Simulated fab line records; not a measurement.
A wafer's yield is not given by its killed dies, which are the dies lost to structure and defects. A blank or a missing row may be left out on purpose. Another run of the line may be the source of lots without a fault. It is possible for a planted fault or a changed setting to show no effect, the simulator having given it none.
fab line records	flow sky130
record: lots: 5	wafers: 15	last_day: 49
route steps=708 shown GATE_OXIDE@191 POLY_GATE@204 RES_PROTECT@206
lots with no fault: from the same line, run without faults
start_h: hours from the record's opening day to when the first of the lot's shown wafers began	wait_h: how many hours have passed since the lot's step before this one	" identical to the entry in the row above	L1.1+2: several wafers, shown together as one row	- value missing, or start not given	* or withheld: withheld	< > ~ a bound
route shown NAME@n: names a module that has steps shown in the file, with the first one's number in the route	usual: mean/standard deviation taken from wafers without a fault	same: alike in all rows	chamber/n: place in a boat	sites: per-site readings	_std_site: standard deviation of those values	_edge_site: mean of outer sites minus mean of inner sites	radius_mm: how far each site lies from the wafer's centre	mask NAME#n: copy n	behind: the tool/chamber that last shaped the wafer	hold: why the lot was held/for how many hours/how that ended	device: the n, p or np transistor that did not switch	end of line: the same wafers' tests at the end of the route	a step with no rows: only its recipe	killed: count of dies lost to structure and defects at first sort (not the wafer's yield)	map: shows each die of a wafer: x if killed, . if not, _ if none is there
set.NAME: the setting the step ran with; set.NAME@STEP: the setting that earlier step ran with	model.NAME: the simulator's own value behind a step, which no gauge read
lots at selected steps of the route; one table per step, one row per wafer
services: the hour from which a tool's chamber was out of use, counted from the record's first day as start_h (under 0 if before that day), plus the number of hours and why
== steps ==
step: SKY_GATE_OXIDE_HMDS_04
recipe: prime_time_s: 60	prime_temp_c: 120
usual: chill_plate_temp_C: 23.02/0.11
lot.wafer	tool	chamber	start_h	wait_h	chill_plate_temp_C
L075.1	litho_track-04	0	302.68	0.1	22.95
L075.4	"	0	"	"	22.81
L075.5	"	0	"	"	23.03
L078.2	litho_track-01	0	323.75	0.1	23.11
L078.4	"	0	"	"	23.05
L078.6	"	0	"	"	22.94
L081.2	litho_track-01	0	355.45	0.1	23.02
L081.5	"	0	"	"	23.01
L081.6	"	0	"	"	22.88
L088.3	litho_track-04	0	420.93	0.1	23.03
L088.4	"	0	"	"	23.01
L088.5	"	0	"	"	23.16
L092.2	litho_track-04	0	452.75	0.1	23.05
L092.3	"	0	"	"	23.06
L092.5	"	0	"	"	22.98
step: SKY_GATE_OXIDE_COAT_05
recipe: resist: NOVOLAK	spin_rpm: 3000	resist_thk_nm: 1140
usual: chill_plate_temp_C: 23.05/0.097
lot.wafer	tool	chamber	start_h	wait_h	chill_plate_temp_C
L075.1	litho_track-04	0	302.83	0.1	23.15
L075.4	"	0	"	"	23.02
L075.5	"	0	"	"	22.91
L078.2	litho_track-01	0	323.90	0.1	23.04
L078.4	"	0	"	"	23.05
L078.6	"	0	"	"	23.05
L081.2	litho_track-01	0	355.60	0.1	22.99
L081.5	"	0	"	"	23.03
L081.6	"	0	"	"	23.05
L088.3	litho_track-04	0	421.08	0.1	23.14
L088.4	"	0	"	"	23.17
L088.5	"	0	"	"	22.97
L092.2	litho_track-04	0	452.90	0.1	23.03
L092.3	"	0	"	"	23.30
L092.5	"	0	"	"	23.17
step: SKY_GATE_OXIDE_SOFTBAKE_06
recipe: temp_c: 90	time_s: 60	resist: NOVOLAK
usual: chill_plate_temp_C: 23.01/0.12	plate_temp_C: 90.01/0.14
lot.wafer	tool	chamber	start_h	wait_h	chill_plate_temp_C	plate_temp_C
L075.1	litho_track-04	0	302.98	0.1	23.08	90.29
L075.4	"	0	"	"	23.08	90.24
L075.5	"	0	"	"	23.03	90.02
L078.2	litho_track-01	0	324.05	0.1	22.87	90.11
L078.4	"	0	"	"	22.81	89.93
L078.6	"	0	"	"	23.04	89.97
L081.2	litho_track-01	0	355.75	0.1	22.86	89.94
L081.5	"	0	"	"	22.93	89.90
L081.6	"	0	"	"	22.90	90.01
L088.3	litho_track-04	0	421.23	0.1	23.08	90.08
L088.4	"	0	"	"	23.20	89.99
L088.5	"	0	"	"	23.03	90.02
L092.2	litho_track-04	0	453.05	0.1	22.90	89.76
L092.3	"	0	"	"	22.92	89.71
L092.5	"	0	"	"	23.02	89.75
step: SKY_GATE_OXIDE_EXPOSE_07
recipe: mask_id: LVOM	na: 0.6	source_shape: conventional	sigma_outer: 0.6	polarization: unpolarized	target_cd_nm: 600	dose_mj: 170
usual: reticle_temp_C: 22.98/0.1
lot.wafer	tool	chamber	start_h	wait_h	mask	reticle_temp_C
L075.1	iline_stepper-01	0	-	-	LVOM#0	22.85
L075.4	"	0	"	"	LVOM#0	22.89
L075.5	"	0	"	"	LVOM#0	22.93
L078.2	iline_stepper-01	0	-	-	LVOM#0	23.13
L078.4	"	0	"	"	LVOM#0	23.00
L078.6	"	0	"	"	LVOM#0	23.04
L081.2	iline_stepper-02	0	-	-	LVOM#0	22.98
L081.5	"	0	"	"	LVOM#0	23.02
L081.6	"	0	"	"	LVOM#0	22.99
L088.3	iline_stepper-02	0	-	-	LVOM#0	22.90
L088.4	"	0	"	"	LVOM#0	23.11
L088.5	"	0	"	"	LVOM#0	22.87
L092.2	iline_stepper-01	0	-	-	LVOM#0	22.97
L092.3	"	0	"	"	LVOM#0	23.06
L092.5	"	0	"	"	LVOM#0	22.87
step: SKY_GATE_OXIDE_PEB_08
recipe: temp_c: withheld	time_s: *	resist: NOVOLAK
usual: chill_plate_temp_C: *
lot.wafer	tool	chamber	start_h	wait_h	chill_plate_temp_C
L075.1	litho_track-01	0	-	-	*
L075.4	"	0	"	"	*
L075.5	"	0	"	"	*
L078.2	litho_track-01	0	-	-	*
L078.4	"	0	"	"	*
L078.6	"	0	"	"	*
L081.2	litho_track-04	0	-	-	*
L081.5	"	0	"	"	*
L081.6	"	0	"	"	*
L088.3	litho_track-01	0	-	-	*
L088.4	"	0	"	"	*
L088.5	"	0	"	"	*
L092.2	litho_track-01	0	-	-	*
L092.3	"	0	"	"	*
L092.5	"	0	"	"	*
step: SKY_GATE_OXIDE_DEVELOP_09
recipe: resist: NOVOLAK	developer: TMAH	develop_time_s: 60	dev_temp_c: 23
usual: chill_plate_temp_C: 22.99/0.095
lot.wafer	tool	chamber	start_h	wait_h	chill_plate_temp_C
L075.1	litho_track-01	0	315.12	0.1	23.20
L075.4	"	0	"	"	22.92
L075.5	"	0	"	"	23.04
L078.2	litho_track-01	0	337.20	0.1	23.00
L078.4	"	0	"	"	22.89
L078.6	"	0	"	"	23.16
L081.2	litho_track-04	0	369.55	0.1	23.01
L081.5	"	0	"	"	22.98
L081.6	"	0	"	"	23.00
L088.3	litho_track-01	0	435.57	0.1	22.95
L088.4	"	0	"	"	22.96
L088.5	"	0	"	"	22.91
L092.2	litho_track-01	0	467.50	0.1	23.02
L092.3	"	0	"	"	22.90
L092.5	"	0	"	"	23.11
step: SKY_GATE_OXIDE_OVL_MEAS_10
usual: GATE_OXIDE_OVL: 0.0/1.6
lot.wafer	tool	chamber	start_h	wait_h	GATE_OXIDE_OVL[nm]
L075.1	overlay-01	-	315.27	0.1	2.4
L075.4	"	-	"	"	1.4
L075.5	"	-	"	"	2.6
L078.2	overlay-02	-	337.33	0.1	-0.8
L078.4	"	-	"	"	1.2
L078.6	"	-	"	"	1.4
L081.2	overlay-01	-	369.69	0.1	-2.1
L081.5	"	-	"	"	0.3
L081.6	"	-	"	"	-1.7
L088.3	overlay-02	-	435.68	0.1	0.5
L088.4	"	-	"	"	0.2
L088.5	"	-	"	"	-0.6
L092.2	overlay-01	-	467.63	0.1	-2.9
L092.3	"	-	"	"	-2.1
L092.5	"	-	"	"	-2.3
step: SKY_GATE_OXIDE_IMPLANT_11
recipe: species: B	energy_kev: 9.949	dose_cm2: 2.6e+12	tilt_deg: withheld
usual: beam_energy_keV: 9.949/0.0038	dose_ions_cm2: 2.6e+12/3.3e+09
lot.wafer	tool	chamber	start_h	wait_h	beam_energy_keV	dose_ions_cm2
L075.1	implanter-03	0	315.31	0.0	9.951	2.607e+12
L075.4	"	0	"	"	9.950	2.601e+12
L075.5	"	0	"	"	9.948	2.607e+12
L078.2	implanter-03	0	337.38	0.0	9.941	2.601e+12
L078.4	"	0	"	"	9.944	2.605e+12
L078.6	"	0	"	"	9.941	2.598e+12
L081.2	implanter-02	0	369.74	0.0	9.945	2.596e+12
L081.5	"	0	"	"	9.945	2.599e+12
L081.6	"	0	"	"	9.943	2.595e+12
L088.3	implanter-02	0	435.76	0.1	9.942	2.604e+12
L088.4	"	0	"	"	9.951	2.599e+12
L088.5	"	0	"	"	9.947	2.601e+12
L092.2	implanter-04	0	467.68	0.0	9.955	2.603e+12
L092.3	"	0	"	"	9.954	2.597e+12
L092.5	"	0	"	"	9.951	2.597e+12
step: SKY_GATE_OXIDE_WET_ETCH_12
recipe: chemistry: dHF	target_depth_nm: 16.8	dry: n2_spin	target: SiO2	dilution: 100:1	temp_c: 25	time_s: 336
lot.wafer	tool	chamber	start_h	wait_h
L075.1+4+5	wet_bench-04	1	315.46	0.1
L078.2+4+6	wet_bench-04	1	337.51	0.1
L081.2+5+6	wet_bench-03	2	369.87	0.1
L088.3+4+5	wet_bench-01	2	435.86	0.1
L092.2+3+5	wet_bench-04	0	467.81	0.1
step: SKY_GATE_OXIDE_STRIP_13
recipe: chemistry: O2/N2	power_w: 1400	pressure_mtorr: 1500	platen_temp_c: withheld	o2_flow_sccm: 3000	n2_flow_sccm: 300	overash_fraction: 0.5
usual: drypump_motor_current_A: 6.0/0.35	oes_product_au: 0.715/0.0049	strip_time_to_endpoint_s: 14.17/0.037
lot.wafer	tool	chamber	start_h	wait_h	drypump_motor_current_A	oes_product_au	rf_hours_counter_h	strip_time_to_endpoint_s
L075.1	plasma_asher-03	0	315.68	0.0	5.9	0.708	19	14.18
L075.4	"	1	"	"	6.5	0.711	-	14.16
L075.5	"	1	"	"	6.5	0.723	-	14.15
L078.2	plasma_asher-04	1	337.61	0.0	6.1	0.715	62	14.23
L078.4	"	0	"	"	6.1	0.714	-	14.17
L078.6	"	1	"	"	6.0	0.711	-	14.18
L081.2	plasma_asher-04	1	369.98	0.0	6.0	0.716	66	14.23
L081.5	"	1	"	"	6.1	0.723	-	14.26
L081.6	"	0	"	"	6.1	0.718	-	14.23
L088.3	plasma_asher-03	1	435.99	0.0	6.5	0.713	-	14.21
L088.4	"	0	"	"	5.9	0.712	-	14.19
L088.5	"	1	"	"	6.5	0.719	-	14.17
L092.2	plasma_asher-04	0	467.91	0.0	6.0	0.714	75	14.23
L092.3	"	1	"	"	6.0	0.713	-	14.24
L092.5	"	1	"	"	6.0	0.713	-	14.25
step: SKY_GATE_OXIDE_TW_MEAS_14
usual: GATE_OXIDE_TW: 224.8/1.7
lot.wafer	tool	chamber	start_h	wait_h	GATE_OXIDE_TW
L075.1	film_metro-03	-	315.78	0.1	225.5
L075.4	"	-	"	"	225.3
L075.5	"	-	"	"	225.3
L078.2	film_metro-02	-	337.72	0.1	222.6
L078.4	"	-	"	"	224.0
L078.6	"	-	"	"	224.5
L081.2	film_metro-03	-	370.09	0.1	225.0
L081.5	"	-	"	"	225.0
L081.6	"	-	"	"	225.0
L088.3	film_metro-04	-	436.08	0.1	225.9
L088.4	"	-	"	"	225.4
L088.5	"	-	"	"	227.1
L092.2	film_metro-02	-	468.02	0.1	224.0
L092.3	"	-	"	"	224.7
L092.5	"	-	"	"	224.3
step: SKY_GATE_OXIDE_CLEAN_15
recipe: chemistry: SC1/SC2	mix: 1:4:20	temp_c: 70	time_s: 150	dry: n2_spin
lot.wafer	tool	chamber	start_h	wait_h
L075.1+4+5	wet_bench-04	1	315.84	0.1
L078.2+4+6	wet_bench-01	3	337.77	0.0
L081.2+5+6	wet_bench-01	1	370.14	0.0
L088.3+4+5	wet_bench-04	3	436.12	0.0
L092.2+3+5	wet_bench-03	2	468.07	0.0
step: SKY_GATE_OXIDE_OXIDATION_16
recipe: temp_c: 800	ambient: O2	idle_temp_c: 700	ramp_up_c_per_min: 10	ramp_down_c_per_min: 3	stabilise_s: 600	purge_s: 300	target_thk_a: 35.7	ox_time_s: 1915
usual: ramp_up_c_per_min: 9.9998/0.0018	spike_tc_upper_C: 800.4/1.1	zone_power_upper_pct: 12.4/1.9
same: ox_time_s: 1915	purge_s: 300
lot.wafer	tool	chamber	start_h	wait_h	ramp_up_c_per_min	spike_tc_upper_C	zone_power_upper_pct
L075.1	furnace-01	0	316.63	0.7	9.9978	800.2	11.1
L075.4	"	0	"	"	10.001	801.3	11.0
L075.5	"	0	"	"	9.9996	802.3	11.2
L078.2	furnace-01	0	338.24	0.4	9.9983	801.1	11.2
L078.4	"	0	"	"	9.9973	802.2	11.2
L078.6	"	0	"	"	9.9997	800.0	11.1
L081.2	furnace-01	0	371.06	0.9	10.001	800.6	11.0
L081.5	"	0	"	"	10.002	801.9	11.2
L081.6	"	0	"	"	9.9993	799.5	11.0
L088.3	furnace-01	0	437.88	1.7	10.002	799.9	10.9
L088.4	"	0	"	"	10.002	800.5	11.1
L088.5	"	0	"	"	9.9987	800.9	11.2
L092.2	furnace-02	0	468.12	0.0	9.9975	801.1	15.2
L092.3	"	0	"	"	10.000	799.8	15.2
L092.5	"	0	"	"	9.9989	798.8	14.8
step: SKY_POLY_GATE_CVD_00
recipe: material: poly-Si	target_thk_nm: 180	temp_c: 620	time_s: 720	pressure_mtorr: 200
usual: spike_tc_upper_C: 619.4/1.1	zone_power_upper_pct: 9.1/0.86
lot.wafer	tool	chamber	start_h	wait_h	spike_tc_upper_C	zone_power_upper_pct
L075.1	lpcvd-01	0	318.16	0.0	620.2	9.8
L075.4	"	0	"	"	620.9	10.0
L075.5	"	0	"	"	619.8	9.9
L078.2	lpcvd-01	1	339.77	0.0	619.8	8.1
L078.4	"	1	"	"	618.9	8.1
L078.6	"	1	"	"	619.6	8.0
L081.2	lpcvd-01	0	372.59	0.0	617.8	9.8
L081.5	"	0	"	"	621.1	9.7
L081.6	"	0	"	"	619.7	9.8
L088.3	lpcvd-01	0	439.41	0.0	620.0	9.9
L088.4	"	0	"	"	618.5	9.8
L088.5	"	0	"	"	619.5	9.9
L092.2	lpcvd-01	0	469.65	0.0	620.3	9.7
L092.3	"	0	"	"	621.4	9.9
L092.5	"	0	"	"	619.3	9.8
step: SKY_POLY_GATE_THK_MEAS_01
recipe: reads: poly-Si_of_POLY_GATE_CVD_00
usual: POLY_GATE_CVD_00_THK: 181.0/1.5
lot.wafer	tool	chamber	start_h	wait_h	POLY_GATE_CVD_00_THK[nm]
L075.1	film_metro-01	-	319.36	0.0	179.4
L075.4	"	-	"	"	180.7
L075.5	"	-	"	"	180.5
L078.2	film_metro-04	-	340.98	0.0	181.8
L078.4	"	-	"	"	180.9
L078.6	"	-	"	"	181.6
L081.2	film_metro-01	-	373.80	0.0	183.2
L081.5	"	-	"	"	182.4
L081.6	"	-	"	"	181.9
L088.3	film_metro-04	-	440.63	0.0	178.0
L088.4	"	-	"	"	180.3
L088.5	"	-	"	"	179.1
L092.2	film_metro-03	-	470.86	0.0	181.7
L092.3	"	-	"	"	179.5
L092.5	"	-	"	"	181.5
step: SKY_RES_PROTECT_DEHYDRATE_00
recipe: temp_c: 200	time_s: 60
usual: chill_plate_temp_C: 22.99/0.098	plate_temp_C: 199.99/0.15
lot.wafer	tool	chamber	start_h	wait_h	chill_plate_temp_C	plate_temp_C
L075.1	litho_track-02	0	332.17	12.8	22.97	200.14
L075.4	"	0	"	"	23.11	199.83
L075.5	"	0	"	"	23.04	199.95
L078.2	litho_track-02	0	355.15	14.2	23.00	200.01
L078.4	"	0	"	"	23.05	199.80
L078.6	"	0	"	"	22.99	199.96
L081.2	litho_track-02	0	388.20	14.4	23.09	200.01
L081.5	"	0	"	"	23.13	200.05
L081.6	"	0	"	"	22.89	200.01
L088.3	litho_track-04	0	455.63	15.0	22.91	200.09
L088.4	"	0	"	"	23.04	199.90
L088.5	"	0	"	"	22.90	199.89
L092.2	litho_track-04	0	485.35	14.5	22.98	200.00
L092.3	"	0	"	"	22.88	199.82
L092.5	"	0	"	"	22.84	199.73
step: SKY_RES_PROTECT_HMDS_01
recipe: prime_time_s: 60	prime_temp_c: 120
usual: chill_plate_temp_C: 22.99/0.11
lot.wafer	tool	chamber	start_h	wait_h	chill_plate_temp_C
L075.1	litho_track-02	0	332.32	0.1	22.85
L075.4	"	0	"	"	22.92
L075.5	"	0	"	"	22.92
L078.2	litho_track-02	0	355.30	0.1	22.91
L078.4	"	0	"	"	22.96
L078.6	"	0	"	"	22.94
L081.2	litho_track-02	0	388.35	0.1	23.17
L081.5	"	0	"	"	23.12
L081.6	"	0	"	"	23.01
L088.3	litho_track-04	0	455.78	0.1	23.07
L088.4	"	0	"	"	23.04
L088.5	"	0	"	"	23.26
L092.2	litho_track-04	0	485.50	0.1	22.61
L092.3	"	0	"	"	22.88
L092.5	"	0	"	"	23.11
step: SKY_RES_PROTECT_COAT_02
recipe: resist: NOVOLAK	spin_rpm: 3000	resist_thk_nm: 1140
usual: chill_plate_temp_C: 23.00/0.083
lot.wafer	tool	chamber	start_h	wait_h	chill_plate_temp_C
L075.1	litho_track-02	0	332.47	0.1	22.98
L075.4	"	0	"	"	22.96
L075.5	"	0	"	"	22.92
L078.2	litho_track-02	0	355.45	0.1	23.14
L078.4	"	0	"	"	23.11
L078.6	"	0	"	"	23.04
L081.2	litho_track-02	0	388.50	0.1	22.95
L081.5	"	0	"	"	22.88
L081.6	"	0	"	"	23.03
L088.3	litho_track-04	0	455.93	0.1	23.08
L088.4	"	0	"	"	23.06
L088.5	"	0	"	"	23.06
L092.2	litho_track-04	0	485.65	0.1	22.93
L092.3	"	0	"	"	22.83
L092.5	"	0	"	"	23.14
step: SKY_RES_PROTECT_SOFTBAKE_03
recipe: temp_c: 90	time_s: 60	resist: NOVOLAK
usual: chill_plate_temp_C: 23.00/0.1	plate_temp_C: 90.00/0.14
lot.wafer	tool	chamber	start_h	wait_h	chill_plate_temp_C	plate_temp_C
L075.1	litho_track-02	0	332.62	0.1	22.89	89.84
L075.4	"	0	"	"	23.03	89.94
L075.5	"	0	"	"	22.98	89.84
L078.2	litho_track-02	0	355.60	0.1	23.01	90.14
L078.4	"	0	"	"	22.91	90.34
L078.6	"	0	"	"	22.99	90.09
L081.2	litho_track-02	0	388.65	0.1	22.97	89.99
L081.5	"	0	"	"	22.98	89.85
L081.6	"	0	"	"	22.95	90.08
L088.3	litho_track-04	0	456.08	0.1	22.97	90.12
L088.4	"	0	"	"	22.82	90.15
L088.5	"	0	"	"	22.83	89.94
L092.2	litho_track-04	0	485.80	0.1	23.10	90.09
L092.3	"	0	"	"	23.06	90.33
L092.5	"	0	"	"	22.95	90.18
step: SKY_RES_PROTECT_EXPOSE_04
recipe: mask_id: RPM	na: 0.6	source_shape: conventional	sigma_outer: 0.6	polarization: unpolarized	target_cd_nm: 1270	dose_mj: 131
usual: reticle_temp_C: 22.99/0.088
lot.wafer	tool	chamber	start_h	wait_h	mask	reticle_temp_C
L075.1	iline_stepper-01	0	-	-	RPM#0	23.02
L075.4	"	0	"	"	RPM#0	22.89
L075.5	"	0	"	"	RPM#0	23.04
L078.2	iline_stepper-01	0	-	-	RPM#0	23.06
L078.4	"	0	"	"	RPM#0	23.01
L078.6	"	0	"	"	RPM#0	23.05
L081.2	iline_stepper-01	0	-	-	RPM#0	22.98
L081.5	"	0	"	"	RPM#0	23.02
L081.6	"	0	"	"	RPM#0	23.11
L088.3	iline_stepper-02	0	-	-	RPM#0	23.07
L088.4	"	0	"	"	RPM#0	22.94
L088.5	"	0	"	"	RPM#0	22.96
L092.2	iline_stepper-01	0	-	-	RPM#0	22.95
L092.3	"	0	"	"	RPM#0	23.09
L092.5	"	0	"	"	RPM#0	23.01
step: SKY_RES_PROTECT_PEB_05
recipe: temp_c: withheld	time_s: *	resist: NOVOLAK
usual: chill_plate_temp_C: *
lot.wafer	tool	chamber	start_h	wait_h	chill_plate_temp_C
L075.1	litho_track-04	0	-	-	*
L075.4	"	0	"	"	*
L075.5	"	0	"	"	*
L078.2	litho_track-02	0	-	-	*
L078.4	"	0	"	"	*
L078.6	"	0	"	"	*
L081.2	litho_track-03	0	-	-	*
L081.5	"	0	"	"	*
L081.6	"	0	"	"	*
L088.3	litho_track-04	0	-	-	*
L088.4	"	0	"	"	*
L088.5	"	0	"	"	*
L092.2	litho_track-04	0	-	-	*
L092.3	"	0	"	"	*
L092.5	"	0	"	"	*
step: SKY_RES_PROTECT_DEVELOP_06
recipe: resist: NOVOLAK	developer: TMAH	develop_time_s: 60	dev_temp_c: 23
usual: chill_plate_temp_C: 23.00/0.11
lot.wafer	tool	chamber	start_h	wait_h	chill_plate_temp_C
L075.1	litho_track-04	0	345.93	0.1	22.94
L075.4	"	0	"	"	23.18
L075.5	"	0	"	"	23.16
L078.2	litho_track-02	0	369.40	0.1	23.17
L078.4	"	0	"	"	23.28
L078.6	"	0	"	"	23.07
L081.2	litho_track-03	0	402.14	0.1	23.18
L081.5	"	0	"	"	23.02
L081.6	"	0	"	"	23.01
L088.3	litho_track-04	0	470.98	0.1	23.02
L088.4	"	0	"	"	22.86
L088.5	"	0	"	"	22.99
L092.2	litho_track-04	0	499.95	0.1	22.91
L092.3	"	0	"	"	23.00
L092.5	"	0	"	"	23.04
step: SKY_POLY_GATE_IMPLANT_02
recipe: species: P	energy_kev: 30	dose_cm2: 7.7e+15	tilt_deg: 0
usual: beam_energy_keV: 30.000/0.01	dose_ions_cm2: 7.698e+15/8.5e+12
lot.wafer	tool	chamber	start_h	wait_h	beam_energy_keV	dose_ions_cm2
L075.1	implanter-02	0	346.08	0.1	30.010	7.697e+15
L075.4	"	0	"	"	30.005	7.703e+15
L075.5	"	0	"	"	30.012	7.706e+15
L078.2	implanter-02	0	369.55	0.1	30.003	7.692e+15
L078.4	"	0	"	"	29.993	7.693e+15
L078.6	"	0	"	"	29.994	7.699e+15
L081.2	implanter-02	0	402.29	0.1	30.002	7.69e+15
L081.5	"	0	"	"	29.997	7.684e+15
L081.6	"	0	"	"	29.992	7.697e+15
L088.3	implanter-01	0	471.13	0.1	29.996	7.694e+15
L088.4	"	0	"	"	29.994	7.695e+15
L088.5	"	0	"	"	29.991	7.7e+15
L092.2	implanter-02	0	500.10	0.1	30.013	7.697e+15
L092.3	"	0	"	"	30.003	7.688e+15
L092.5	"	0	"	"	30.019	7.686e+15
step: SKY_RES_PROTECT_STRIP_07
recipe: chemistry: O2/N2	power_w: 1400	pressure_mtorr: 1500	platen_temp_c: withheld	o2_flow_sccm: 3000	n2_flow_sccm: 300	overash_fraction: 0.5
usual: drypump_motor_current_A: 5.7/0.36	oes_product_au: 0.518/0.0045	strip_time_to_endpoint_s: 23.28/0.039
lot.wafer	tool	chamber	start_h	wait_h	drypump_motor_current_A	oes_product_au	rf_hours_counter_h	strip_time_to_endpoint_s
L075.1	plasma_asher-04	1	346.23	0.1	6.1	0.516	63	23.34
L075.4	"	0	"	"	6.1	0.519	-	23.31
L075.5	"	1	"	"	6.1	0.512	-	23.33
L078.2	plasma_asher-02	1	369.67	0.1	5.4	0.521	54	23.38
L078.4	"	1	"	"	5.4	0.518	-	23.27
L078.6	"	0	"	"	5.8	0.529	-	23.32
L081.2	plasma_asher-04	1	402.41	0.1	6.0	0.515	69	23.26
L081.5	"	1	"	"	6.0	0.519	-	23.28
L081.6	"	0	"	"	6.0	0.518	-	23.27
L088.3	plasma_asher-02	1	471.26	0.1	5.4	0.516	-	23.27
L088.4	"	0	"	"	5.9	0.522	-	23.28
L088.5	"	0	"	"	5.9	0.518	-	23.27
L092.2	plasma_asher-01	1	500.23	0.1	5.2	0.513	8	23.35
L092.3	"	0	"	"	5.2	0.508	-	23.35
L092.5	"	0	"	"	5.2	0.517	-	23.35
step: SKY_RES_PROTECT_TW_MEAS_08
usual: POLY_GATE_TW: 4064/25
lot.wafer	tool	chamber	start_h	wait_h	POLY_GATE_TW
L075.1	film_metro-01	-	346.33	0.1	4119
L075.4	"	-	"	"	4073
L075.5	"	-	"	"	4088
L078.2	film_metro-01	-	369.78	0.1	4082
L078.4	"	-	"	"	4089
L078.6	"	-	"	"	4102
L081.2	film_metro-02	-	402.52	0.1	3974
L081.5	"	-	"	"	4006
L081.6	"	-	"	"	4003
L088.3	film_metro-01	-	471.35	0.1	4055
L088.4	"	-	"	"	4088
L088.5	"	-	"	"	4056
L092.2	film_metro-04	-	500.34	0.1	4073
L092.3	"	-	"	"	4070
L092.5	"	-	"	"	4081
step: SKY_RES_PROTECT_CLEAN_09
recipe: chemistry: SC1/SC2	mix: 1:4:20	temp_c: 70	time_s: 150	dry: n2_spin
lot.wafer	tool	chamber	start_h	wait_h
L075.1+4+5	wet_bench-04	1	346.39	0.1
L078.2+4+6	wet_bench-04	0	369.83	0.0
L081.2+5+6	wet_bench-02	0	402.57	0.0
L088.3+4+5	wet_bench-02	1	471.39	0.0
L092.2+3+5	wet_bench-01	1	500.39	0.0
step: SKY_POLY_GATE_CVD_03
recipe: material: Si3N4	precursor: DCS/NH3	target_thk_nm: 75	temp_c: 770	time_s: 1290	pressure_mtorr: 250
usual: spike_tc_upper_C: 770.5/1.1	zone_power_upper_pct: 14.4/0.74
lot.wafer	tool	chamber	start_h	wait_h	spike_tc_upper_C	zone_power_upper_pct
L075.1	lpcvd-02	1	346.44	0.0	769.4	15.1
L075.4	"	1	"	"	769.5	15.2
L075.5	"	1	"	"	770.8	15.2
L078.2	lpcvd-02	0	369.89	0.0	770.6	13.6
L078.4	"	0	"	"	770.0	13.8
L078.6	"	0	"	"	768.7	13.6
L081.2	lpcvd-02	1	406.37	3.7	770.8	15.1
L081.5	"	1	"	"	770.3	15.1
L081.6	"	1	"	"	770.6	15.0
L088.3	lpcvd-02	1	471.44	0.0	770.8	15.2
L088.4	"	1	"	"	770.2	15.0
L088.5	"	1	"	"	770.5	15.1
L092.2	lpcvd-02	1	500.88	0.4	771.1	14.9
L092.3	"	1	"	"	771.4	14.8
L092.5	"	1	"	"	770.0	15.2
step: SKY_POLY_GATE_THK_MEAS_04
recipe: reads: Si3N4_of_POLY_GATE_CVD_03
usual: POLY_GATE_CVD_03_THK: 75.3/0.64
lot.wafer	tool	chamber	start_h	wait_h	POLY_GATE_CVD_03_THK[nm]
L075.1	film_metro-04	-	347.80	0.0	75.3
L075.4	"	-	"	"	75.0
L075.5	"	-	"	"	74.9
L078.2	film_metro-04	-	371.25	0.0	74.7
L078.4	"	-	"	"	75.2
L078.6	"	-	"	"	75.0
L081.2	film_metro-03	-	408.42	0.0	75.9
L081.5	"	-	"	"	76.0
L081.6	"	-	"	"	76.4
L088.3	film_metro-01	-	472.82	0.0	74.8
L088.4	"	-	"	"	74.8
L088.5	"	-	"	"	74.8
L092.2	film_metro-03	-	502.25	0.0	76.3
L092.3	"	-	"	"	75.6
L092.5	"	-	"	"	76.1
step: SKY_POLY_GATE_DEHYDRATE_05
recipe: temp_c: 200	time_s: 60
usual: chill_plate_temp_C: 22.99/0.11	plate_temp_C: 199.99/0.16
lot.wafer	tool	chamber	start_h	wait_h	chill_plate_temp_C	plate_temp_C
L075.1	litho_track-03	0	361.21	13.4	23.16	200.17
L075.4	"	0	"	"	22.99	200.16
L075.5	"	0	"	"	22.99	200.09
L078.2	litho_track-03	0	385.84	14.6	22.97	200.18
L078.4	"	0	"	"	22.83	200.07
L078.6	"	0	"	"	22.95	200.03
L081.2	litho_track-02	0	422.65	14.2	22.83	199.90
L081.5	"	0	"	"	22.74	200.12
L081.6	"	0	"	"	23.00	200.18
L088.3	litho_track-01	0	487.47	14.6	22.92	199.82
L088.4	"	0	"	"	23.09	200.15
L088.5	"	0	"	"	22.96	199.76
L092.2	litho_track-03	0	516.79	14.5	22.92	200.18
L092.3	"	0	"	"	23.11	200.16
L092.5	"	0	"	"	23.04	200.18
step: SKY_POLY_GATE_HMDS_06
recipe: prime_time_s: 60	prime_temp_c: 120
usual: chill_plate_temp_C: 23.00/0.098
lot.wafer	tool	chamber	start_h	wait_h	chill_plate_temp_C
L075.1	litho_track-03	0	361.36	0.1	22.89
L075.4	"	0	"	"	23.03
L075.5	"	0	"	"	22.95
L078.2	litho_track-03	0	385.99	0.1	23.01
L078.4	"	0	"	"	23.13
L078.6	"	0	"	"	23.08
L081.2	litho_track-02	0	422.80	0.1	22.87
L081.5	"	0	"	"	22.94
L081.6	"	0	"	"	22.89
L088.3	litho_track-01	0	487.62	0.1	23.10
L088.4	"	0	"	"	23.07
L088.5	"	0	"	"	23.10
L092.2	litho_track-03	0	516.94	0.1	22.98
L092.3	"	0	"	"	23.14
L092.5	"	0	"	"	23.10
== services ==
tool	chamber	start_h	hours	kind
implanter-02	-	285.37	3.9	repair
implanter-02	-	290.62	2.5	repair
lpcvd-01	-	295.23	2.8	pm
implanter-03	-	297.83	5.2	repair
furnace-01	-	300.65	2.7	pm
implanter-02	-	308.24	2.5	repair
implanter-03	-	319.19	0.5	repair
wet_bench-02	-	328.96	2.0	repair
plasma_asher-03	-	336.64	6.1	repair
plasma_asher-04	-	338.96	2.3	repair
implanter-03	-	344.60	18.7	repair
implanter-02	-	348.98	4.0	repair
iline_stepper-02	-	372.27	28.9	pm
iline_stepper-02	-	414.96	1.7	pm
iline_stepper-01	-	418.20	19.3	repair
wet_bench-01	-	424.27	2.2	repair
furnace-01	-	432.66	3.8	pm
plasma_asher-04	-	436.79	7.9	repair
implanter-02	-	443.34	3.8	pm
implanter-02	-	459.16	3.0	pm
iline_stepper-02	-	462.94	4.4	pm
furnace-01	-	468.90	3.9	pm
plasma_asher-04	-	478.81	6.4	repair
plasma_asher-04	-	493.44	28.1	pm
== key ==
fault none
